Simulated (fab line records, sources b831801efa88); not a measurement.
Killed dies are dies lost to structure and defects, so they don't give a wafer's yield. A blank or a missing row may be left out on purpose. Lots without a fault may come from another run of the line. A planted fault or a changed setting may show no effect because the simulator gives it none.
Which tool did it? | flow sky130 | 14 lots, 41 wafers sampled, at 4 steps of a route of 708

WHAT THE GAUGES READ, wafer by wafer
SKY_NWELL_THK_MEAS_02. Usual: NWELL_OXIDATION_THK 10.11 nm, standard deviation 0.17.
lot  | measured    | on            | NWELL_OXIDATION_THK (nm) | flag
L366 | day 3 11:17 | film_metro-03 | 9.61 9.63 9.96           |
L367 | day 3 23:49 | film_metro-04 | 10.40 10.07 10.35        |
L368 | day 3 23:50 | film_metro-03 | 10.03 10.12 10.10        |
L370 | day 4 08:20 | film_metro-02 | 10.13 10.08 10.06        |
L372 | day 4 18:02 | film_metro-02 | 10.04 10.02 10.19        |
L373 | day 4 23:49 | film_metro-04 | 10.30 10.23 10.13        |
L374 | day 4 23:50 | film_metro-02 | 10.03 9.87 9.92          |
L375 | day 5 04:01 | film_metro-03 | 10.13 10.15 10.05        |
L378 | day 5 08:19 | film_metro-04 | 10.48 10.48 10.49        |
L377 | day 5 08:19 | film_metro-02 | 10.19 10.30              |
L379 | day 5 16:08 | film_metro-04 | 10.16 10.21 10.31        |
L385 | day 6 19:50 | film_metro-02 | 10.09 9.94 9.98          |
L386 | day 7 00:24 | film_metro-02 | 9.98 9.98 9.84           |
L388 | day 7 13:28 | film_metro-02 | 10.34 10.08 10.31        |

SKY_GATE_OXIDE_OVL_MEAS_10. Usual: GATE_OXIDE_OVL -0.4 nm, standard deviation 1.2.
lot  | measured     | on         | GATE_OXIDE_OVL (nm) | flag
L366 | day 15 00:03 | overlay-01 | -1.1 -0.3 -1.2      |
L367 | day 16 02:47 | overlay-01 | -0.4 -2.6 1.4       |
L368 | day 16 01:00 | overlay-02 | -2.7 -1.2 -1.3      |
L370 | day 16 18:30 | overlay-02 | -0.2 -0.3 -0.2      |
L372 | day 17 12:12 | overlay-02 | 0.3 -2.9 0.4        |
L373 | day 17 23:30 | overlay-02 | -2.0 0.3 -0.7       |
L374 | day 17 18:25 | overlay-01 | -0.3 -0.1 2.2       |
L375 | day 18 04:58 | overlay-02 | -1.3 0.6 0.1        |
L378 | day 18 11:23 | overlay-02 | 0.7 -1.4 -0.7       |
L377 | day 18 15:33 | overlay-02 | -1.0 1.5            |
L379 | day 19 09:15 | overlay-01 | 1.7 1.6 -0.5        |
L385 | day 21 00:06 | overlay-01 | -0.9 -0.5 1.4       |
L386 | day 21 09:45 | overlay-01 | -0.8 0.3 -0.6       |
L388 | day 22 01:38 | overlay-01 | -1.7 0.7 0.3        |

WHICH TOOL RAN EACH LOT (tool, then ch and the chambers of the sampled wafers, then the start)
lot  | SKY_VT_ADJUST_LVTN_STRIP_09          | SKY_SONOS_TUNNEL_SOFTBAKE_03
L366 | plasma_asher-02 ch 1, day 7 22:17    | litho_track-04 ch 0, day 12 03:06
L367 | plasma_asher-04 ch 0,1, day 8 17:38  | litho_track-01 ch 0, day 13 01:39
L368 | plasma_asher-04 ch 0,1, day 8 14:35  | litho_track-01 ch 0, day 12 23:02
L370 | plasma_asher-04 ch 0, day 9 05:26    | litho_track-01 ch 0, day 13 15:00
L372 | plasma_asher-02 ch 0, day 9 18:08    | litho_track-04 ch 0, day 14 05:42
L373 | plasma_asher-02 ch 0,1, day 10 02:29 | litho_track-02 ch 0, day 14 16:50
L374 | plasma_asher-01 ch 0,1, day 9 23:58  | litho_track-04 ch 0, day 14 13:27
L375 | plasma_asher-01 ch 0,1, day 10 07:13 | litho_track-02 ch 0, day 14 20:36
L378 | plasma_asher-02 ch 0,1, day 10 11:41 | litho_track-02 ch 0, day 15 04:21
L377 | plasma_asher-02 ch 0,1, day 10 13:20 | litho_track-02 ch 0, day 15 05:47
L379 | plasma_asher-02 ch 0,1, day 10 21:35 | litho_track-02 ch 0, day 15 16:26
L385 | plasma_asher-04 ch 1, day 12 06:38   | litho_track-04 ch 0, day 17 06:04
L386 | plasma_asher-04 ch 0,1, day 12 14:38 | litho_track-01 ch 0, day 17 16:21
L388 | plasma_asher-01 ch 0,1, day 13 06:56 | litho_track-01 ch 0, day 18 10:57
- SKY_VT_ADJUST_LVTN_STRIP_09: strips in O2/N2.
- SKY_SONOS_TUNNEL_SOFTBAKE_03: time 60 s.

WHAT THE TOOLS THEMSELVES READ (means of the sampled wafers that have a number; where no wafer has one, the mark that the record gives instead)
SKY_VT_ADJUST_LVTN_STRIP_09. Usual: drypump_motor_current_A 5.5 A, standard deviation 0.54; oes_product_au 0.723 a.u., standard deviation 0.0047; strip_time_to_endpoint_s 36.93 s, standard deviation 0.12.
lot  | tool            | drypump_motor_current_A (A) | oes_product_au (a.u.) | strip_time_to_endpoint_s (s) | flag
L366 | plasma_asher-02 | 5.9                         | 0.723                 | 36.90                        |
L367 | plasma_asher-04 | 5.5                         | 0.723                 | 36.80                        |
L368 | plasma_asher-04 | 5.7                         | 0.722                 | 37.19                        |
L370 | plasma_asher-04 | 5.2                         | 0.721                 | 36.80                        |
L372 | plasma_asher-02 | 4.8                         | 0.719                 | 36.81                        |
L373 | plasma_asher-02 | 5.2                         | 0.727                 | 36.76                        |
L374 | plasma_asher-01 | 5.9                         | 0.723                 | 37.03                        |
L375 | plasma_asher-01 | 5.9                         | 0.719                 | 36.89                        |
L378 | plasma_asher-02 | 5.2                         | 0.725                 | 37.11                        |
L377 | plasma_asher-02 | 5.3                         | 0.721                 | 36.87                        |
L379 | plasma_asher-02 | 5.2                         | 0.717                 | 36.92                        |
L385 | plasma_asher-04 | 6.0                         | 0.725                 | 36.99                        |
L386 | plasma_asher-04 | 5.7                         | 0.714                 | 36.79                        |
L388 | plasma_asher-01 | 5.6                         | 0.722                 | 37.08                        |

SKY_SONOS_TUNNEL_SOFTBAKE_03. Usual: heater_power_total_W 56.59 W, standard deviation 0.049; run_length_s 89.07 s, standard deviation 0.11.
lot  | tool           | heater_power_total_W (W) | run_length_s (s) | flag
L366 | litho_track-04 | 56.59                    | 89.14            |
L367 | litho_track-01 | 56.59                    | 89.12            |
L368 | litho_track-01 | 56.60                    | 89.04            |
L370 | litho_track-01 | 56.58                    | 89.19            |
L372 | litho_track-04 | 56.60                    | 89.01            |
L373 | litho_track-02 | 56.60                    | 89.12            |
L374 | litho_track-04 | 56.56                    | 89.23            |
L375 | litho_track-02 | 56.59                    | 89.07            |
L378 | litho_track-02 | 59.06                    | 82.15            | OFF
L377 | litho_track-02 | 58.47                    | 83.84            | OFF
L379 | litho_track-02 | 59.06                    | 82.10            | OFF
L385 | litho_track-04 | 56.62                    | 89.08            |
L386 | litho_track-01 | 56.58                    | 89.13            |
L388 | litho_track-01 | 56.57                    | 89.14            |

THE ANSWER, worked out from the rows above alone
Rule: a lot is off if the mean of its wafers that have a number lies more than 3 standard deviations from the usual mean. A lot without any number at a reading at which 4 lots or more have one is off too. The other lots that the step has rows for count as sound. The gauges are gone through in route order, then the tools' own readings, and for those a lot's mean is taken as printed above. The first step at which some lot is off is used, and at that step the reading that is off furthest; a lot without a number counts as furthest.
Off: L378, L377, L379, at SKY_SONOS_TUNNEL_SOFTBAKE_03 (run_length_s).
A tool fits if, at that step or a process step before it, it ran every lot that is off, and no sound lot after the first of them. Can't be told from this: 2 tools fit, plasma_asher-02 at SKY_VT_ADJUST_LVTN_STRIP_09, litho_track-02 at SKY_SONOS_TUNNEL_SOFTBAKE_03.

WHAT THE SIMULATOR HAD PUT IN
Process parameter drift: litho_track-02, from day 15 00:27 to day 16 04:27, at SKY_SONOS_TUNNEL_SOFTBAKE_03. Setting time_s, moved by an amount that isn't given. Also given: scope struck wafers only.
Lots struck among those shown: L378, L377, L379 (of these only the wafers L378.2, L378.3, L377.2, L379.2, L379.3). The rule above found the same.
